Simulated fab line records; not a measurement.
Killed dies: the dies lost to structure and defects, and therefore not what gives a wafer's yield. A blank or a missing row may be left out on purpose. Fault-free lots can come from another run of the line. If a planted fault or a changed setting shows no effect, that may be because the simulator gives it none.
Struck lot and sound lot, side by side ; flow sky130 ; 17 out of 708 route steps
Sound: the wafers L212.2, L212.4, L212.5. The struck wafers were L223.1, L223.3, L223.6. The cause comes at the end.
Per side, at each step with rows, come the tool, then ch with its chambers, and then its first start. Under that, the readings that differ: sound wafers ; struck wafers ; difference of the means ; sigmas: that difference in standard deviations of wafers without a fault.
alike: readings whose means differ by less than 2 such deviations, and words and numbers that are the same on both sides. not compared: withheld readings, readings that some wafer has no value for, bounds like >300 that may hide the same value, and numbers for which the record gives no deviation and whose values overlap.
The two part at a step that has a row with sigmas, a row that says differs or no value, or rows on one side only. When numbers do not overlap yet have no deviation, they are printed without sigmas and do not part them. A reading missing from all wafers of one side parts the sides only when that side holds two or more wafers.

SKY_LDD_P_OVL_MEAS_08:
  struck on overlay-02, day 24 06:41; sound on overlay-01, day 20 17:59
  alike: LDD_P_OVL
after that, 1 step had no rows for these wafers: SKY_LDD_P_IMPLANT_09.
SKY_LDD_P_STRIP_10: strips in O2/N2.
  sound on plasma asher-04 ch 0,1, day 20 18:10; struck on plasma asher-03 ch 0,1, day 24 06:52
  alike: drypump motor current A, n2 flow sccm, oes product au, strip time to endpoint s
  not compared: rf hours counter h
SKY_LDD_P_TW_MEAS_11:
  struck on film metro-04, day 24 06:58; sound on film metro-04, day 20 18:16
  alike: LDD_P_TW
then, 7 steps without rows for these wafers: SKY_LDD_HVN_DEHYDRATE_00 (time 60 s); SKY_LDD_HVN_HMDS_01 (prime time 60 s); SKY_LDD_HVN_COAT_02 (resist thk 300 nm); SKY_LDD_HVN_SOFTBAKE_03 (time 60 s); SKY_LDD_HVN_EXPOSE_04 (exposes mask HVNTM, target cd 700 nm); SKY_LDD_HVN_PEB_05; SKY_LDD_HVN_DEVELOP_06 (develop time 60 s).
SKY_LDD_HVN_OVL_MEAS_07:
  struck on overlay-02, day 25 12:07; sound on overlay-01, day 22 00:55
  alike: LDD_HVN_OVL
SKY_LDD_HVN_IMPLANT_08:
  sound on implanter-01 ch 0, day 22 00:58; struck on implanter-01 ch 0, day 25 12:09
reading;sound;struck;difference;sigmas
beam energy keV;59.982 60.022 60.017;77.271 77.284 77.275;+17.270;+99 or more
model.implant.rp nm (nm);57.38 57.38 57.38;74.51 74.51 74.51;+17.13;
model.implant.drp nm (nm);28.15 28.15 28.15;35.01 35.01 35.01;+6.86;
SKY_LDD_HVN_STRIP_09: strips in O2/N2.
  sound on plasma asher-03 ch 0, day 22 01:05; struck on plasma asher-03 ch 1, day 25 12:18
  alike: drypump motor current A, n2 flow sccm, oes product au, strip time to endpoint s
  not compared: rf hours counter h
SKY_LDD_HVN_TW_MEAS_10:
  struck on film metro-01, day 25 12:24; sound on film metro-01, day 22 01:12
reading;sound;struck;difference;sigmas
LDD_HVN_TW;1406 1412 1409;1504 1509 1505;+97;+8
then, 1 step without rows for these wafers: SKY_LDD_HVP_DEHYDRATE_00 (time 60 s).
-- record jumps: 24 days separate the struck wafers' starts on either side; left off in module LDD_HVP, taken up again in module PAD_OPEN, whose first shown step is the route's number 708 --
SKY_PAD_OPEN_PROBE_99:
  struck on prober-01, day 49 03:23; sound on prober-02, day 46 23:40
reading;sound;struck;difference;sigmas
killed at contacts;24 20 20;34 27 35;+11;+2
model.etest.tip_n_5v.rs ohm sq;1369 1379 1373;1249 1252 1247;-124;
model.etest.nfet g5v0d10v5.r on ohm um;1868 1904 1869;1811 1823 1782;-75;
model.etest.nfet g5v0d10v5.drive ua um;610.5 593 610.8;639.1 642.2 651.9;+39.6;
model.etest.nfet g5v0d10v5.vt sat v (V);0.7649 0.7786 0.7627;0.6954 0.7025 0.6995;-0.0696;
model.etest.nfet g5v0d10v5.vt v (V);0.8273 0.8372 0.821;0.7762 0.7762 0.7801;-0.0510;
  alike: killed_at_M0_to_M3, killed_at_M4_up, killed at front end, killed at other, killed dies, killed open, killed short

## WHERE THEY PART
Earliest at SKY_LDD_HVN_IMPLANT_08; latest, in this record, at SKY_PAD_OPEN_PROBE_99.

WHY: what the simulator had put in
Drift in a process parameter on implanter-01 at SKY_LDD_HVN_IMPLANT_08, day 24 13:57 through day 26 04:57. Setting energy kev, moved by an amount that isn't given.
